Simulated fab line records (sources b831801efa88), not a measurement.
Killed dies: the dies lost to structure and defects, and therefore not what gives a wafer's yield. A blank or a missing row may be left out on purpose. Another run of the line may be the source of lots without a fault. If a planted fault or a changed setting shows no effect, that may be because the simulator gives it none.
Problem report in the 8D (eight disciplines) form, filled by code || flow gf180mcu || the parts of the form that need people (team, actions taken, sign-off) are left out

1. THE PROBLEM
cd_nm at GF_M3_CD_MEAS_14 reads a mean of 266.9 nm on 2 wafers of 2 lots; wafers without a fault read 279.7 nm with a standard deviation of 1. Measured from the usual mean, that is -13 standard deviations.
The step: target cd 280 nm.
Earliest sighting: wafer L137.3 on cd_sem-01 at day 26 20:41. At this step, 39 wafers from 13 lots have a number in the record. Rule for "out" (also "out of limits"): further than 4 standard deviations from the usual mean. The other wafers with a number count as sound.

2. WHAT IT IS, WHAT IT ISN'T
{"question": "which readings at this step", "is": "cd_nm", "is not": "-"}
{"question": "which lots", "is": "L136, L137", "is not": "L123, L124, L125, L126, L127, L129, L130, L132, L133, L134, L135"}
{"question": "which wafers of those lots", "is": "L136.1, L137.3", "is not": "L136.2, L136.5, L137.2, L137.4"}
{"question": "read on which gauges", "is": "cd_sem-01", "is not": "cd_sem-02"}
{"question": "when", "is": "from day 26 20:41", "is not": "up to then (35 sound wafers); but 2 sound wafers of L136 came after"}

3. WHAT RULES OUT EACH SUSPECT
Counting: a tool at a process step up to the reading stays a suspect if it ran every lot that is out. Sound lots after the first of them don't rule it out here, since some wafers of a struck lot are sound.
- the gauge at GF_M3_CD_MEAS_14: kept. All the wafers that are out were read on cd_sem-01, and no step on other tools shows them out.
- krf_scanner-02 at GF_M3_EXPOSE_11 (exposes mask Metal3, target cd 280 nm): kept. It ran every lot that is out, first L137 (day 26 10:21); its last sound lot up to then is L133 (day 24 18:07).
Left after counting: krf_scanner-02 at GF_M3_EXPOSE_11, cd_sem-01 at GF_M3_CD_MEAS_14.

4. THE CAUSE (what the simulator had put in)
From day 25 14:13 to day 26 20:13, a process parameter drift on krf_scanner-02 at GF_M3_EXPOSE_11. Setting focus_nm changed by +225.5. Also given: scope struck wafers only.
Counting left 2 suspects, and this tool is among them.

5. THE CHAIN OF EFFECTS, in route order
Each row: a reading whose mean over the struck wafers that have a number lies more than 3 standard deviations from the usual. Readings are gone through only where the record gives a usual standard deviation; hours: the median, over the lots, of the time from a lot's start at the first step in this table giving one to that lot's start at this step; sigmas: the change measured in usual standard deviations.
{"hours": 0, "step": "GF_M3_CD_MEAS_14", "reading": "cd_nm", "usual": "279.7 nm", "on struck wafers": 266.9, "change": -12.8, "sigmas": -13}

6. WHAT WOULD HAVE CAUGHT IT SOONER
Counted from the fault's start at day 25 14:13, it took 30 hours until the first out-of-limits reading at a measuring or inspecting step in this record, taken at day 26 20:41.
An alarm limit of 4 standard deviations would not have fired on the tool readings at GF_M3_EXPOSE_11 for which the record gives a usual standard deviation, since none of them was out on any struck wafer.
Lots out: 2; all had begun GF_M3_EXPOSE_11 on krf_scanner-02 by day 26 20:41. None of them would have been spared by holding the tool at that moment.
